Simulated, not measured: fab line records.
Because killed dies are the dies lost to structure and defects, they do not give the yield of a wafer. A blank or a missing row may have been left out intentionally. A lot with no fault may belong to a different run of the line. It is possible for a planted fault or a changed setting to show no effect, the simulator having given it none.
2 desks looking at one fault    flow sky130    numbers are kept per desk, each desk with only its own; the story behind them comes last

== THE TOOL OWNER'S DESK: implanter-03 ==
For each lot that ran on this tool, the mean over its sampled wafers that have a number, from the tool's own readings at SKY_NWELL_IMPLANT_24. A lot is out of limits, marked OUT, if its mean lies more than 4 standard deviations from the usual mean; the brackets give that distance.
Columns: A = beam_energy_keV at SKY_NWELL_IMPLANT_24, usual 140.00; B = beam_on_s at SKY_NWELL_IMPLANT_24, usual 10.00 s; C = faraday_current_uA at SKY_NWELL_IMPLANT_24, usual 51.9
lot   first seen here  A       B                C
L668  day 6 05:17      140.03  9.74             53.2
L669  day 6 10:43      140.06  10.09            51.3
L670  day 6 18:52      140.03  10.03            51.8
L674  day 7 16:29      139.95  8.99 (-4.6) OUT  57.9 (+5.5) OUT
L675  day 8 00:35      140.02  9.50             55.2
L680  day 9 03:23      140.02  9.35             56.0
This desk's verdict: out of limits on L674, starting with L674 at day 7 16:29 (beam_on_s at SKY_NWELL_IMPLANT_24). L668, L669, L670, L675, L680 stayed within limits.

== THE METROLOGY DESK ==
Means of the sampled wafers that have a number, per lot and without regard to the tool the lot ran on: this is what the gauges read. A lot is out of limits, marked OUT, if its mean lies more than 4 standard deviations from the usual mean; the brackets give that distance.
Columns: A = FIELD_ISO_OXIDATION_01_THK at SKY_FIELD_ISO_THK_MEAS_23, usual 9.99 nm; B = NWELL_2_TW at SKY_NWELL_TW_MEAS_26, usual 497; C = PWDE_RS at SKY_NWELL_RS_MEAS_31, usual 5270 ohm/sq; D = VT_ADJUST_HVTP_OVL at SKY_VT_ADJUST_HVTP_OVL_MEAS_08, usual 0.5 nm
lot   first seen here  A      B    C     D
L665  day 2 06:20      9.66   491  5257  0.9
L666  day 2 12:22      10.07  498  5311  0.5
L668  day 2 23:21      9.82   496  5275  2.4
L669  day 3 04:55      10.37  493  5247  0.3
L670  day 3 10:16      9.74   499  5297  0.9
L671  day 3 14:44      9.71   492  5264  1.5
L672  day 3 20:19      9.84   498  5267  1.3
L674  day 4 07:05      9.91   486  5279  0.8
L675  day 4 12:37      10.06  484  5249  0.1
L680  day 5 13:45      9.96   484  5258  -0.5
L681  day 5 19:52      10.35  497  5243  1.5
L682  day 6 01:12      9.99   498  5264  -0.4
L683  day 6 06:27      9.80   499  5258  0.9
L688  day 7 06:53      10.20  496  5280  -0.2
Result from this desk: across the 14 lots, nothing is out of limits.

== BROUGHT TOGETHER ==
The tool owner's desk had the chance to raise an alarm at day 7 16:29 on L674.
Metrology desk: nothing out of limits seen.
The metrology desk has L674 on record, within its limits.
Every lot named ran SKY_NWELL_IMPLANT_24 on implanter-03.

== WHAT THE SIMULATOR HAD INSERTED ==
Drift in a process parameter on implanter-03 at SKY_NWELL_IMPLANT_24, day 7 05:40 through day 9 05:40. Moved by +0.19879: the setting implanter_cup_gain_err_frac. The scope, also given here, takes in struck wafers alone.
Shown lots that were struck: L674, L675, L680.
Each desk's first reading out of limits, in hours after the fault started: the tool owner's desk, 11.
